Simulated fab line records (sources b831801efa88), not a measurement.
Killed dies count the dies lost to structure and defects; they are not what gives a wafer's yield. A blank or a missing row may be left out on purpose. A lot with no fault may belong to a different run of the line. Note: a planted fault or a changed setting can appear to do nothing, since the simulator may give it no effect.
Which of the tools did it? ; flow sky130 ; Sampling: 24 lots, 72 wafers, 5 of 708 route steps

== WHAT THE GAUGES READ, wafer by wafer ==
SKY_FIELD_ISO_THK_MEAS_02.
lot;measured;on;FIELD_ISO_OXIDATION_00_THK (nm)
L074;day 1 12:35;film_metro-03;12.12 12.29 12.15
L075;day 1 17:23;film_metro-01;12.06 11.94 11.87
L076;day 1 23:04;film_metro-03;11.93 12.06 11.87
L077;day 2 03:29;film_metro-02;11.85 11.96 11.89
L078;day 2 07:38;film_metro-02;11.69 11.91 11.66
L079;day 2 13:58;film_metro-01;11.84 11.80 12.02
L080;day 2 18:25;film_metro-03;11.99 11.99 12.16
L081;day 2 23:43;film_metro-03;11.67 11.85 11.60
L082;day 3 03:38;film_metro-02;11.87 11.78 11.93
L083;day 3 11:05;film_metro-03;12.07 12.20 11.96
L084;day 3 14:28;film_metro-03;11.34 11.63 11.49
L085;day 3 21:47;film_metro-03;12.23 12.32 12.21
L086;day 4 01:53;film_metro-02;12.08 12.01 12.25
L087;day 4 08:21;film_metro-01;11.41 11.67 11.74
L088;day 4 12:26;film_metro-02;11.83 11.95 11.89
L089;day 4 15:08;film_metro-03;12.05 11.92 11.96
L090;day 4 21:38;film_metro-01;12.36 12.31 12.49
L091;day 5 00:38;film_metro-02;11.74 11.63 11.70
L092;day 5 05:38;film_metro-02;11.77 11.53 11.71
L093;day 5 11:20;film_metro-01;11.71 11.85 11.92
L094;day 5 17:07;film_metro-03;12.05 11.97 11.87
L095;day 5 21:12;film_metro-02;12.17 12.09 11.86
L096;day 6 02:49;film_metro-01;11.97 11.70 11.83
L097;day 6 08:39;film_metro-02;12.15 12.18 11.98

SKY_SONOS_TUNNEL_OVL_MEAS_08.
lot;measured;on;SONOS_TUNNEL_OVL (nm)
L074;day 11 04:34;overlay-01;-0.5 0.2 -0.2
L075;day 11 12:54;overlay-02;2.7 2.0 1.0
L076;day 11 15:49;overlay-01;1.3 1.3 0.2
L077;day 12 02:58;overlay-02;-0.2 0.5 0.4
L078;day 12 14:33;overlay-01;-1.5 -1.4 -1.6
L079;day 13 03:39;overlay-01;0.5 0.9 3.0
L080;day 13 09:00;overlay-02;-1.1 -0.7 -1.2
L081;day 13 20:48;overlay-01;1.3 1.7 2.5
L082;day 14 03:49;overlay-01;0.3 0.4 1.2
L083;day 14 14:25;overlay-02;1.3 2.1 1.9
L084;day 14 16:55;overlay-01;1.4 1.3 -0.6
L085;day 15 03:51;overlay-02;0.2 0.5 -0.2
L086;day 15 10:21;overlay-02;2.1 2.3 -0.5
L087;day 15 12:12;overlay-02;0.9 -0.8 0.1
L088;day 15 20:45;overlay-01;1.0 1.2 2.2
L089;day 16 02:40;overlay-02;0.6 -0.5 -0.3
L090;day 16 12:19;overlay-01;0.0 1.4 0.5
L091;day 16 20:06;overlay-01;-1.3 -0.7 0.5
L092;day 17 02:06;overlay-02;-0.5 0.1 -0.3
L093;day 17 14:08;overlay-02;1.4 1.2 -0.1
L094;day 18 03:57;overlay-02;2.7 3.7 2.0
L095;day 18 05:55;overlay-02;2.5 1.7 -0.7
L096;day 18 08:58;overlay-02;0.0 -1.8 0.0
L097;day 18 23:37;overlay-02;0.1 -0.2 1.3

SKY_GATE_OXIDE_THK_MEAS_02.
lot;measured;on;GATE_OXIDE_OXIDATION_00_THK (nm)
L074;day 12 16:34;film_metro-04;9.76 9.75 9.60
L075;day 13 00:39;film_metro-02;9.64 9.56 9.73
L076;day 13 02:04;film_metro-03;9.46 9.32 9.19
L077;day 13 17:25;film_metro-03;9.62 9.41 9.36
L078;day 14 03:14;film_metro-04;9.41 9.34 9.37
L079;day 14 13:20;film_metro-04;9.63 9.63 9.68
L080;day 14 17:41;film_metro-02;9.46 9.22 9.33
L081;day 16 00:31;film_metro-04;9.63 9.70 9.62
L082;day 16 00:31;film_metro-03;9.49 9.50 9.58
L083;day 16 03:10;film_metro-04;9.62 9.73 9.67
L084;day 16 04:35;film_metro-03;9.75 9.72 9.67
L085;day 16 18:32;film_metro-02;9.68 9.65 9.48
L086;day 16 23:19;film_metro-02;9.80 9.48 9.80
L087;day 17 01:47;film_metro-02;9.45 9.47 9.30
L088;day 17 10:34;film_metro-04;9.51 9.51 9.53
L089;day 17 16:09;film_metro-04;9.46 9.43 9.55
L090;day 18 00:21;film_metro-03;9.85 9.74 9.62
L091;day 18 13:16;film_metro-03;9.15 9.09 9.05
L092;day 18 17:41;film_metro-04;9.40 9.46 9.45
L093;day 19 04:04;film_metro-03;9.40 9.63 9.66
L094;day 19 17:28;film_metro-02;9.42 9.44 9.30
L095;day 19 20:49;film_metro-04;9.63 9.58 9.58
L096;day 20 02:20;film_metro-04;9.45 9.60 9.38
L097;day 20 15:29;film_metro-04;9.34 9.38 9.19

SKY_VIA1_THK_MEAS_01.
lot;measured;on;VIA1_HDPCVD_THK (nm)
L074;day 32 17:00;film_metro-04;1062 1041 1028
L075;day 32 22:38;film_metro-01;1028 1021 1039
L076;day 32 23:20;film_metro-01;1062 1050 1036
L077;day 33 19:32;film_metro-02;1045 1045 1048
L078;day 33 21:56;film_metro-04;1034 1039 1049
L079;day 34 19:55;film_metro-01;1020 1010 1017
L080;day 34 21:28;film_metro-01;1016 1028 1022
L081;day 36 05:11;film_metro-02;1015 1025 1029
L082;day 36 02:36;film_metro-01;1021 1026 1012
L083;day 36 06:29;film_metro-01;1020 1038 1029
L084;day 36 05:44;film_metro-01;1023 1032 1021
L085;day 36 11:53;film_metro-01;1035 1027 1031
L086;day 36 19:12;film_metro-04;1004 1004 1023
L087;day 36 23:08;film_metro-01;1030 1032 1014
L088;day 37 05:04;film_metro-01;1047 1041 1042
L089;day 37 10:42;film_metro-01;1038 1042 1023
L090;day 37 11:11;film_metro-04;1027 1037 1011
L091;day 38 05:29;film_metro-02;1031 1018 1040
L092;day 38 06:08;film_metro-01;1011 1027 1017
L093;day 38 15:20;film_metro-04;1027 1041 1034
L094;day 39 02:38;film_metro-02;1044 1019 1046
L095;day 39 04:17;film_metro-01;1025 1027 1023
L096;day 39 06:45;film_metro-01;1044 1047 1037
L097;day 39 19:14;film_metro-01;1018 1021 1007

== TOOL THAT RAN EACH LOT (tool first, then ch and the chambers of the sampled wafers, then the start) ==
lot;SKY_LI_CONTACT_ETCH_15
L074;rie_diel-04 ch 1,2,3, day 28 21:17
L075;rie_diel-02 ch 0,1,3, day 29 10:08
L076;rie_diel-04 ch 2,3, day 29 11:14
L077;rie_diel-01 ch 0,2,3, day 30 00:53
L078;rie_diel-02 ch 0,2, day 30 07:13
L079;rie_diel-01 ch 0,1,2, day 31 08:14
L080;rie_diel-02 ch 1,2, day 31 09:17
L081;rie_diel-02 ch 1,2, day 32 16:26
L082;rie_diel-04 ch 0,2,3, day 32 14:32
L083;rie_diel-04 ch 1,2,3, day 32 17:53
L084;rie_diel-01 ch 0,3, day 32 17:20
L085;rie_diel-04 ch 1,2,3, day 32 22:41
L086;rie_diel-01 ch 0,2,3, day 33 06:47
L087;rie_diel-02 ch 1,2, day 33 11:26
L088;rie_diel-02 ch 0,1,3, day 33 17:08
L089;rie_diel-01 ch 0,2,3, day 33 22:29
L090;rie_diel-04 ch 2,3, day 33 23:17
L091;rie_diel-04 ch 0,1,2, day 34 17:44
L092;rie_diel-02 ch 0,1,2, day 34 19:11
L093;rie_diel-02 ch 0,2, day 35 04:26
L094;rie_diel-01 ch 0,1,3, day 35 17:11
L095;rie_diel-04 ch 2,3, day 35 18:17
L096;rie_diel-02 ch 1,2,3, day 35 20:44
L097;rie_diel-02 ch 0,1,3, day 36 08:35
- SKY_LI_CONTACT_ETCH_15: etches PSG in C4F8/O2/Ar, stops on Si, target depth 600 nm.

== AS READ BY THE TOOLS THEMSELVES (means over the sampled wafers that have a number; for cases with no such wafer, the mark the record gives instead) ==
SKY_LI_CONTACT_ETCH_15.
lot;tool;oes_product_au (a.u.)
L074;rie_diel-04;0.842
L075;rie_diel-02;0.838
L076;rie_diel-04;0.840
L077;rie_diel-01;0.836
L078;rie_diel-02;0.836
L079;rie_diel-01;0.839
L080;rie_diel-02;0.841
L081;rie_diel-02;0.836
L082;rie_diel-04;0.833
L083;rie_diel-04;0.837
L084;rie_diel-01;0.836
L085;rie_diel-04;0.836
L086;rie_diel-01;0.836
L087;rie_diel-02;0.833
L088;rie_diel-02;0.830
L089;rie_diel-01;0.842
L090;rie_diel-04;0.840
L091;rie_diel-04;0.834
L092;rie_diel-02;0.835
L093;rie_diel-02;0.837
L094;rie_diel-01;0.840
L095;rie_diel-04;0.834
L096;rie_diel-02;0.837
L097;rie_diel-02;0.834

== THE ANSWER, worked out from the rows above alone ==
Rule: the lots themselves supply what counts as usual. Put in order of their means at a reading, lots are off if they are a third of the lots or fewer, leave a main group of 4 or more, and stand apart from it by a gap of 3 or more times the standard deviation of the main group's means; of several such gaps the widest counts. A main group is skipped when, at the precision printed for the reading in the tables above, its means are all equal. Also off: a lot with no number at a reading for which 4 or more lots have one. All remaining lots with rows at the step are treated as sound. The gauges are gone through in route order, then the tools' own readings, and for those a lot's mean is taken as printed above. At the first step where some lot is off, the reading lying furthest off is the one used; lots without a number count as furthest.
No lot is off on any of the readings shown, so nothing can be concluded from this.

== WHAT THE SIMULATOR HAD INSERTED ==
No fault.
